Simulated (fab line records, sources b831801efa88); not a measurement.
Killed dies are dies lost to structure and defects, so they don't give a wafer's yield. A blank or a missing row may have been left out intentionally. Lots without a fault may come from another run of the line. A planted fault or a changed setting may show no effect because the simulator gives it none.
A lot that was struck, set against a sound lot / flow sky130 / 17 steps out of a route of 708
Sound: wafers L418.3, L418.4, L418.6. Wafers struck: L429.1, L429.3, L429.4. At the end, the cause is stated.
For every step that has rows: the tool of each side, followed by ch and its chambers, followed by its first start. Under that, the readings that differ: sound wafers / struck wafers / difference of the means / sigmas: that difference in standard deviations of wafers without a fault.
alike: words and numbers the same on both sides, and readings whose means are apart by under 2 such deviations; not compared: readings that were withheld, readings missing a value for some wafer, numbers with overlapping values and no deviation given by the record, and bounds like >300 which may hide the same value.
The two part at a step that has a row with sigmas, a row that says differs or no value, or rows on one side only. When numbers do not overlap yet have no deviation, they are printed without sigmas and do not part them. A reading missing from all wafers of one side parts the sides only when that side holds two or more wafers.

first, 1 step without rows for these wafers: SKY_VT_ADJUST_LVTN_IMPLANT_19.
SKY_VT_ADJUST_LVTN_STRIP_20: strips in O2/N2.
  sound on plasma-asher-03 ch 0,1, day 8 00:50; struck on plasma-asher-01 ch 0,1, day 11 16:20
  alike: drypump-motor-current-A, o2-flow-sccm, oes-product-au, strip-time-to-endpoint-s
  not compared: rf-hours-counter-h
SKY_VT_ADJUST_LVTN_TW_MEAS_21:
  sound on film-metro-03 at day 8 00:55; struck on film-metro-04 at day 11 16:26
  alike: VT_ADJUST_LVTN_2_TW
then, 7 steps without rows for these wafers: SKY_VT_ADJUST_NCORE_DEHYDRATE_00 (time 60 s); SKY_VT_ADJUST_NCORE_HMDS_01 (prime time 60 s); SKY_VT_ADJUST_NCORE_COAT_02 (resist thk 1140 nm); SKY_VT_ADJUST_NCORE_SOFTBAKE_03 (time 60 s); SKY_VT_ADJUST_NCORE_EXPOSE_04 (exposes mask LVTN COMPLEMENT THIN, target cd 380 nm); SKY_VT_ADJUST_NCORE_PEB_05; SKY_VT_ADJUST_NCORE_DEVELOP_06 (develop time 60 s).
SKY_VT_ADJUST_NCORE_CD_MEAS_07 targets a cd of 380 nm.
  sound on cd-sem-01 at day 8 20:54; struck on cd-sem-01 at day 12 16:40
  alike: cd-nm
SKY_VT_ADJUST_NCORE_OVL_MEAS_08:
  sound on overlay-02 at day 8 20:59; struck on overlay-01 at day 12 16:47
  alike: VT_ADJUST_NCORE_OVL
SKY_VT_ADJUST_NCORE_IMPLANT_09:
  sound on implanter-01 ch 0, day 8 21:04; struck on implanter-02 ch 0, day 12 16:49
reading=beam-on-s (s); sound=9.97 10.34 10.33; struck=11.18 10.94 11.04; difference=+0.84; sigmas=+5
reading=end-station-pressure-torr (Torr); sound=4.78e-06 5.19e-06 4.84e-06; struck=7.05e-05 6.339e-05 6.872e-05; difference=+6.26e-05; sigmas=+99 or more
reading=faraday-current-uA; sound=13.59 13.08 13.11; struck=11.71 12.04 11.84; difference=-1.40; sigmas=-6
SKY_VT_ADJUST_NCORE_STRIP_10: strips in O2/N2.
  sound on plasma-asher-01 ch 0,1, day 8 21:12; struck on plasma-asher-01 ch 0,1, day 12 16:58
  alike: drypump-motor-current-A, o2-flow-sccm, oes-product-au, strip-time-to-endpoint-s
  not compared: rf-hours-counter-h
SKY_VT_ADJUST_NCORE_TW_MEAS_11:
  sound on film-metro-04 at day 8 21:17; struck on film-metro-04 at day 12 17:04
reading=VT_ADJUST_NCORE_TW; sound=219.1 218.6 219.9; struck=227.2 226.8 227.2; difference=+7.9; sigmas=+5
then, 1 step without rows for these wafers: SKY_VT_ADJUST_HVTR_DEHYDRATE_00 (time 60 s).
-- record jumps: 37 days separate the struck wafers' starts on either side; left off in module VT_ADJUST_HVTR, taken up again in module PAD_OPEN, whose first shown step is the route's number 708 --
SKY_PAD_OPEN_PROBE_99:
  sound on prober-01 at day 46 03:02; struck on prober-01 at day 49 08:50
reading=model.etest.nfet_16v.r-on-ohm-um; sound=1.401e+04 1.393e+04 1.396e+04; struck=1.458e+04 1.448e+04 1.473e+04; difference=+6.300e+02; sigmas=
reading=model.etest.pfet-g5v0d10v5.r-on-ohm-um; sound=4713 4690 4688; struck=4545 4540 4581; difference=-142; sigmas=
reading=model.etest.res-pwell-under-gate.rs-ohm-sq; sound=2282 2266 2269; struck=2235 2226 2259; difference=-32; sigmas=
reading=model.etest.pfet-g5v0d10v5.drive-ua-um; sound=344 343.1 345.3; struck=362 364.1 359.9; difference=+18; sigmas=
reading=model.etest.nfet_16v.drive-ua-um; sound=225.1 224.7 227.2; struck=219.5 219.4 216.8; difference=-7.1; sigmas=
reading=model.etest.pfet-g5v0d10v5.off-log10-a-um; sound=-12.35 -12.34 -12.79; struck=-10.84 -10.93 -10.79; difference=+1.64; sigmas=
reading=model.etest.pfet-g5v0d10v5.vt-sat-v (V); sound=-0.6224 -0.6268 -0.6492; struck=-0.4801 -0.4778 -0.4695; difference=+0.1570; sigmas=
  alike: killed_at_M0_to_M3, killed_at_M4_up, killed-at-contacts, killed-at-front-end, killed-at-other, killed-dies, killed-open, killed-short
  not compared: model.etest.pfet_16v.drive-ua-um

## WHERE THEY PART
Earliest at SKY_VT_ADJUST_NCORE_IMPLANT_09; latest, in this record, at SKY_VT_ADJUST_NCORE_TW_MEAS_11. Later steps at which nothing parts them and some readings are alike: SKY_PAD_OPEN_PROBE_99.

WHY: what the simulator had put in
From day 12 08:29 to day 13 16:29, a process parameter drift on implanter-02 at SKY_VT_ADJUST_NCORE_IMPLANT_09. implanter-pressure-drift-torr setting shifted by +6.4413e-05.
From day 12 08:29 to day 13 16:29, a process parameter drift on implanter-02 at SKY_VT_ADJUST_NCORE_IMPLANT_09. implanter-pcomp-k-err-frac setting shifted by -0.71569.
